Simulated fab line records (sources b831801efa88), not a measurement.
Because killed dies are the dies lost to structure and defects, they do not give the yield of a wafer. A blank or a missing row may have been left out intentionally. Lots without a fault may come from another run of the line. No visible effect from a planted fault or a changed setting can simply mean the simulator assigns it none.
Comparing a struck lot with a sound one	flow gf180mcu	24 steps out of a route of 602
Sound: wafers L460.3, L460.4, L460.5. Wafers L469.3, L469.5, L469.6 were the ones struck. At the end, the cause is stated.
For every step that has rows: the tool of each side, followed by ch and its chambers, followed by its first start. Under that, the readings that differ: sound wafers	struck wafers	difference of the means	sigmas: that difference in standard deviations of wafers without a fault.
alike: readings whose means differ by less than 2 such deviations, and words and numbers that are the same on both sides. not compared: withheld readings, readings that some wafer has no value for, bounds like >300 that may hide the same value, and numbers for which the record gives no deviation and whose values overlap.
The two part at a step that has a row with sigmas, a row that says differs or no value, or rows on one side only. Numbers that don't overlap but have no deviation are shown without sigmas and don't part them. A reading missing from all wafers of one side parts the sides only when that side holds two or more wafers.

GF_V4_SPUTTER_22: material TiN, target thk 10 nm, time 40 s.
  sound on pvdSputter-04 at day 26 12:09; struck on pvdSputter-03 at day 29 07:56
  alike: cathodeDcPowerW, chamberPressurePa, throttleValvePct
GF_V4_CVD_23: deposits W, target thk 350 nm, time 104.9 s.
  sound on cvdW-02 ch 0,1, day 26 12:14; struck on cvdW-01 ch 1, day 29 08:02
reading	sound	struck	difference	sigmas
heaterPowerW (W)	924 973 912	783 767 767	-164	-2
  alike: chamberPressureTorr
GF_V4_RS_MEAS_24: measurement is done with a four-point probe.
  sound on filmMetro-02 at day 26 12:20; struck on filmMetro-03 at day 29 08:14
reading	sound	struck	difference	sigmas
V4_W_RS (ohm/sq)	0.324 0.326 0.321	0.336 0.333 0.335	+0.011	+3
GF_V4_THK_MEAS_25: measures by xrf.
  sound on filmMetro-02 at day 26 12:26; struck on filmMetro-03 at day 29 08:20
reading	sound	struck	difference	sigmas
V4_W_THK (nm)	352 352 356	336 338 336	-17	-3
then, 1 step without rows for these wafers: GF_V4_CMP_26 (polishes, stops on SiO2, t overpolish 15 s, target thk 0 nm).
GF_MIM_SPUTTER_00: material Ti, target thk 37.5 nm, time 150 s.
  sound on pvdSputter-02 at day 26 12:47; struck on pvdSputter-03 at day 29 08:40
  alike: cathodeDcPowerW, chamberPressurePa, throttleValvePct
then, 3 steps without rows for these wafers: GF_MIM_SPUTTER_01 (material TiN, target thk 30 nm, time 25 s); GF_MIM_SPUTTER_02 (material AlCu, target thk 450 nm, time 23.9 s); GF_MIM_SPUTTER_03 (material Ti, target thk 10 nm, time 6.7 s).
GF_MIM_SPUTTER_04: material TiN, target thk 50 nm, time 41.7 s.
  sound on pvdSputter-02 at day 26 12:58; struck on pvdSputter-03 at day 29 08:51
  alike: cathodeDcPowerW, chamberPressurePa, throttleValvePct
then, 1 step without rows for these wafers: GF_MIM_CVD_05 (deposits Si3N4, target thk 42 nm, time 29.086 s).
GF_MIM_THK_MEAS_06:
  sound on filmMetro-01 at day 26 13:04; struck on filmMetro-02 at day 29 08:56
  alike: MIM_CVD_05_THK
GF_MIM_SPUTTER_07: material TiN, target thk 60 nm, time 50 s.
  sound on pvdSputter-04 at day 26 13:06; struck on pvdSputter-02 at day 29 08:59
  no value came back on the struck wafers for cathodeDcPowerW (W), chamberPressurePa (Pa), throttleValvePct (%); on the sound wafers cathodeDcPowerW (W) reads 6498.5 6499.3 6500.7
GF_MIM_SPUTTER_08: material AlCu, target thk 200 nm, time 10.6 s.
  sound on pvdSputter-04 at day 26 13:08; struck on pvdSputter-02 at day 29 09:02
  alike: cathodeDcPowerW, chamberPressurePa, throttleValvePct
then, 8 steps without rows for these wafers: GF_MIM_SPUTTER_09 (material TiN, target thk 35 nm, time 29.2 s); GF_MIM_DEHYDRATE_12 (time 60 s); GF_MIM_HMDS_13 (prime time 60 s); GF_MIM_COAT_14 (resist thk 1000 nm); GF_MIM_SOFTBAKE_15 (time 60 s); GF_MIM_EXPOSE_16 (exposes mask FuseTop, target cd 2000 nm); GF_MIM_PEB_17; GF_MIM_DEVELOP_18 (develop time 60 s).
GF_MIM_METAL_ETCH_19: etches the open film in Cl2/BCl3, stops on Si3N4, target depth 324.5 nm, time 54.1 s.
  sound on rieMetal-04 ch 1, day 27 09:32; struck on rieMetal-04 ch 0,1, day 30 03:39
reading	sound	struck	difference	sigmas
oesProductAu (a.u.)	0.939 0.944 0.937	0.994 0.994 0.992	+0.053	+8
throttleValvePct (%)	28.285 28.293 28.289	28.244 28.226 28.225	-0.057	-6
  alike: chamberPressureMTorr, drypumpMotorCurrentA
  not compared: rfHoursCounterH
then, 1 step without rows for these wafers: GF_MIM_STRIP_20 (strips in O2/N2).

== WHERE THEY PART ==
Earliest at GF_V4_CVD_23; latest, in this record, at GF_MIM_METAL_ETCH_19.

WHY: what had been put in by the simulator
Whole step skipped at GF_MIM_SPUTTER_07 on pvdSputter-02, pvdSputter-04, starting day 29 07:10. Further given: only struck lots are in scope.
